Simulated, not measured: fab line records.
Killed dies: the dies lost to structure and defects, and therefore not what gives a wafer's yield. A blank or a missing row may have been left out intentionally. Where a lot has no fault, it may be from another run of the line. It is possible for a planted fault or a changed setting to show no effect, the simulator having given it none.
Matching of chambers	flow sky130	SKY_VIA1_CMP_02 on cmp-02 has 4 sister chambers
The step polishes SiO2. 18 wafers are shown with their chamber, then 9 later ones without.

WAFERS PAIRED WITH THEIR CHAMBERS
wafer	chamber	motorCurrentA (A)	headPressurePsi (psi)	edgeZonePressureFrac
L309.2	3	10.8	4.017	1.006
L309.3	2	11.4	3.978	1.000
L309.6	2	12.0	3.983	0.998
L308.3	3	10.6	4.006	1.005
L308.4	0	11.3	4.012	0.997
L308.5	0	11.0	4.002	0.996
L311.2	2	11.4	3.999	0.998
L311.3	3	11.1	4.002	1.001
L311.6	2	12.1	4.010	1.004
L313.2	1	12.7	3.993	0.992
L313.3	3	10.9	4.006	1.004
L313.4	0	10.8	4.007	1.004
L319.2	2	12.2	3.996	0.994
L319.4	0	11.1	4.009	0.998
L319.6	3	11.1	3.992	0.998
L320.1	1	12.8	3.994	0.998
L320.2	3	10.5	4.001	0.999
L320.4	0	10.8	4.003	0.997

SIGNATURES (means of the wafers above)
reading	chamber 0	chamber 1	chamber 2	chamber 3	scatter within a chamber
motorCurrentA	11.000	12.750	11.820	10.833	0.281
headPressurePsi	4.00660	3.99350	3.99320	4.00400	0.00871
edgeZonePressureFrac	0.99840	0.99500	0.99880	1.00217	0.00345
Rule: distance of a wafer from a chamber = root of the sum over the readings of ((wafer's reading minus chamber's mean) / reading's scatter) squared. The wafer belongs to the nearest chamber; if the next one is less than 2 further off, it can't be placed. The scatter: take each reading less its chamber's mean, square it, sum over the shown wafers, divide by the number of wafers less the number of chambers, and take the root.

WAFERS WITHOUT THEIR CHAMBER
wafer	motorCurrentA (A)	headPressurePsi (psi)	edgeZonePressureFrac
L322.2	11.5	3.997	0.996
L322.4	11.8	4.001	1.006
L322.6	11.0	3.998	1.006
L323.1	11.2	4.006	0.993
L323.5	10.7	3.996	1.002
L323.6	10.8	3.987	0.992
L324.1	12.1	3.995	0.999
L324.3	11.9	4.004	0.989
L324.4	11.4	4.022	0.995

CHAMBER TAKEN BY EACH
wafer	from the rows above	in truth
L322.2	can't be placed: 2 or 0 or 3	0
L322.4	can't be placed: 2 or 3 or 0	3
L322.6	can't be placed: 3 or 0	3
L323.1	can't be placed: 0 or 3 or 2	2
L323.5	can't be placed: 3 or 0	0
L323.6	can't be placed: 0 or 3 or 2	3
L324.1	can't be placed: 2 or 1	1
L324.3	can't be placed: 2 or 1 or 0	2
L324.4	can't be placed: 0 or 3 or 2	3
0 of 9 placed correctly. From these rows, 9 cannot be placed; in 9 the true chamber is one of the candidates. Placed wrongly: 0.
